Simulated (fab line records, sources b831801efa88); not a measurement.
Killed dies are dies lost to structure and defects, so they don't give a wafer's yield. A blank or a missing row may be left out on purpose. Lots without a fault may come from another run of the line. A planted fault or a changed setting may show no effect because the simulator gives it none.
Tool commonality check | flow gf180mcu | 14 lots, 48 wafers sampled

WHY IT WAS OPENED
At GF_V4_THK_MEAS_01 the reading V4_CVD_00_THK is flagged on 2 of 14 lots. Wafers without a fault read 605 nm, standard deviation 5.4.
Rule: a lot is flagged when every wafer of it that has a number lies more than 4 standard deviations from that mean, or none has a number. The other lots count as sound.

lot  | measured     | on            | V4_CVD_00_THK (nm), wafer by wafer | flag
L102 | day 23 14:07 | film_metro-01 | 608 603 602                        |
L103 | day 23 17:17 | film_metro-01 | 606 605 603                        |
L105 | day 24 09:35 | film_metro-02 | 598 602 605                        |
L107 | day 25 01:10 | film_metro-03 | 1209 1213 1221 1208 1214 1222      | FLAGGED
L108 | day 25 14:59 | film_metro-03 | 1209 1205 1204 1209 1204 1205      | FLAGGED
L117 | day 28 13:22 | film_metro-03 | 606 602 612                        |
L118 | day 28 23:54 | film_metro-02 | 600 594 603                        |
L119 | day 29 01:13 | film_metro-02 | 602 612 610                        |
L120 | day 29 05:35 | film_metro-02 | 596 609 602                        |
L121 | day 29 12:00 | film_metro-03 | 595 606 612                        |
L122 | day 29 17:08 | film_metro-03 | 599 593 596                        |
L123 | day 30 00:49 | film_metro-02 | 605 603 604                        |
L124 | day 30 05:07 | film_metro-01 | 609 604 603                        |
L125 | day 30 15:53 | film_metro-02 | 604 608 601                        |
The numbers of the flagged lots are 1210 nm on average: +605 nm against the usual, or +99 or more standard deviations.

WHICH TOOL RAN EACH LOT
The record holds 3 process steps before the reading, out of a route of 602 steps. In each cell: the tool, then ch and the chambers that the sampled wafers went through, then the start.
lot  | flag    | GF_M4_SPUTTER_03             | GF_M4_SPUTTER_04             | GF_V4_CVD_00
L102 |         | pvd_sputter-04, day 22 14:20 | pvd_sputter-04, day 22 14:21 | hdpcvd-02 ch 0,2, day 23 14:00
L103 |         | pvd_sputter-04, day 22 17:19 | pvd_sputter-04, day 22 17:20 | hdpcvd-02 ch 0,2, day 23 17:11
L105 |         | pvd_sputter-03, day 23 09:59 | pvd_sputter-03, day 23 10:00 | hdpcvd-01 ch 1,2, day 24 09:29
L107 | FLAGGED | pvd_sputter-01, day 24 02:05 | pvd_sputter-01, day 24 02:07 | hdpcvd-02 ch 0,1,2, day 25 00:51
L108 | FLAGGED | pvd_sputter-03, day 24 16:23 | pvd_sputter-03, day 24 16:25 | hdpcvd-01 ch 1,2, day 25 14:40
L117 |         | pvd_sputter-03, day 27 16:47 | pvd_sputter-03, day 27 16:48 | hdpcvd-01 ch 0,1,2, day 28 13:17
L118 |         | pvd_sputter-04, day 28 03:45 | pvd_sputter-04, day 28 03:46 | hdpcvd-01 ch 1,2, day 28 23:49
L119 |         | pvd_sputter-04, day 28 05:02 | pvd_sputter-04, day 28 05:03 | hdpcvd-02 ch 0,1,2, day 29 01:09
L120 |         | pvd_sputter-04, day 28 09:37 | pvd_sputter-04, day 28 09:38 | hdpcvd-02 ch 0,2, day 29 05:30
L121 |         | pvd_sputter-03, day 28 16:17 | pvd_sputter-03, day 28 16:18 | hdpcvd-01 ch 0,1, day 29 11:56
L122 |         | pvd_sputter-01, day 28 21:32 | pvd_sputter-01, day 28 21:33 | hdpcvd-02 ch 0,2, day 29 17:04
L123 |         | pvd_sputter-01, day 29 05:19 | pvd_sputter-01, day 29 05:20 | hdpcvd-02 ch 0,1,2, day 30 00:44
L124 |         | pvd_sputter-01, day 29 09:29 | pvd_sputter-01, day 29 09:30 | hdpcvd-02 ch 0,1,2, day 30 05:02
L125 |         | pvd_sputter-04, day 29 20:14 | pvd_sputter-04, day 29 20:16 | hdpcvd-02 ch 1,2, day 30 15:48
What these steps do:
- GF_M4_SPUTTER_03: material Ti, target thk 10 nm, time 6.7 s.
- GF_M4_SPUTTER_04: material TiN, target thk 50 nm, time 41.7 s.
- GF_V4_CVD_00: deposits SiO2, target thk 600 nm, time 100 s.
- GF_V4_THK_MEAS_01

FLAGGED OVER TOTAL, TOOL BY TOOL (the gauges that took the reading come last)
step              | tool           | lots run | flagged | share of the flagged lots | sound lots run after its first flagged lot
GF_M4_SPUTTER_03  | pvd_sputter-01 | 4        | 1       | some                      | 3 (L122,L123,L124)
GF_M4_SPUTTER_03  | pvd_sputter-03 | 4        | 1       | some                      | 2 (L117,L121)
GF_M4_SPUTTER_03  | pvd_sputter-04 | 6        | 0       | none                      | -
GF_M4_SPUTTER_04  | pvd_sputter-01 | 4        | 1       | some                      | 3 (L122,L123,L124)
GF_M4_SPUTTER_04  | pvd_sputter-03 | 4        | 1       | some                      | 2 (L117,L121)
GF_M4_SPUTTER_04  | pvd_sputter-04 | 6        | 0       | none                      | -
GF_V4_CVD_00      | hdpcvd-01      | 5        | 1       | some                      | 3 (L117,L118,L121)
GF_V4_CVD_00      | hdpcvd-02      | 9        | 1       | some                      | 6 (L119,L120,L122,L123,L124,L125)
GF_V4_THK_MEAS_01 | film_metro-01  | 3        | 0       | none                      | -
GF_V4_THK_MEAS_01 | film_metro-02  | 6        | 0       | none                      | -
GF_V4_THK_MEAS_01 | film_metro-03  | 5        | 2       | all                       | 3 (L117,L121,L122)

WHAT THE TABLE ALLOWS
1 row of the table ran every flagged lot: film_metro-03 at GF_V4_THK_MEAS_01.
- film_metro-03 at GF_V4_THK_MEAS_01: 2 of its 5 lots flagged. Sound lots ran on it after the first flagged one (L117, L121, L122), which a lasting fault on the whole tool wouldn't allow.
No row of the table ran every flagged lot and no sound lot after the first.

WHAT THE SIMULATOR HAD PUT IN
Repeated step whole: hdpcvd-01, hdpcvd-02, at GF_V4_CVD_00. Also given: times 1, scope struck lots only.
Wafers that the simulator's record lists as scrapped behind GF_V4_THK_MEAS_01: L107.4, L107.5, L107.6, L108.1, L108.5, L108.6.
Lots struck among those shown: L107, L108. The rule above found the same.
